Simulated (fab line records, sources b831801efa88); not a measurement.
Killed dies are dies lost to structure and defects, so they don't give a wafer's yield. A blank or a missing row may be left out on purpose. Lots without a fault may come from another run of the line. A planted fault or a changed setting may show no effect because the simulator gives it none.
Problem report in the 8D (eight disciplines) form, filled by code | flow sky130 | the parts of the form that need people (team, actions taken, sign-off) are left out

1. THE PROBLEM
beam_energy_keV at SKY_LDD_HVP_IMPLANT_08 reads a mean of 23.456 on 6 wafers of 2 lots; wafers without a fault read 20.001 with a standard deviation of 0.0062. That is +99 or more standard deviations from the usual mean.
First seen on wafer L826.1, day 28 17:59, on implanter-01. The record holds 42 wafers of 14 lots with a number at this step. Rule for "out", or "out of limits": more than 4 standard deviations from the usual mean. The other wafers with a number count as sound.

2. WHAT IT IS AND WHAT IT IS NOT
question                    | is                     | is not
which readings at this step | beam_energy_keV        | -
which lots                  | L826, L829             | L806, L808, L809, L810, L812, L814, L815, L817, L818, L820, L827, L828
which wafers of those lots  | all that have a number | -
read on which tools         | implanter-01           | implanter-02, implanter-04
when                        | from day 28 17:59      | up to then (30 sound wafers); but 6 sound wafers of L827, L828 came after

3. SUSPECTS, AND WHAT RULES EACH OUT
Counting: a tool at a process step up to the reading stays a suspect if it ran every lot that is out and no sound lot after the first of them.
- implanter-01 at SKY_LDD_HVP_IMPLANT_08: kept. It ran every lot that is out, first L826 (day 28 17:59), and no sound lot after that; its last sound lot up to then is L818 (day 26 07:28). Its own readings are out on those wafers: beam_energy_keV.
Left after counting: implanter-01 at SKY_LDD_HVP_IMPLANT_08.

4. THE CAUSE (what the simulator had put in)
Process parameter drift: implanter-01, from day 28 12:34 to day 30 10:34, at SKY_LDD_HVP_IMPLANT_08. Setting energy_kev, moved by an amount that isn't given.
Counting left only this tool.

5. THE CHAIN OF EFFECTS, in route order
Each row: a reading whose mean over the struck wafers that have a number lies more than 3 standard deviations from the usual. Only readings for which the record gives a usual standard deviation are gone through. hours: the time from each lot's start at the first step in this table that gives one to its start at this step, as a median over the lots. sigmas: the change in usual standard deviations.
hours | step                   | reading         | usual  | on struck wafers | change | sigmas
0     | SKY_LDD_HVP_IMPLANT_08 | beam_energy_keV | 20.001 | 23.456           | +3.455 | +99 or more
The process steps in it:
- SKY_LDD_HVP_IMPLANT_08

6. WHAT WOULD HAVE CAUGHT IT SOONER
In this record the first reading out of limits was taken at day 28 17:59, 5 hours after the fault began at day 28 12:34.
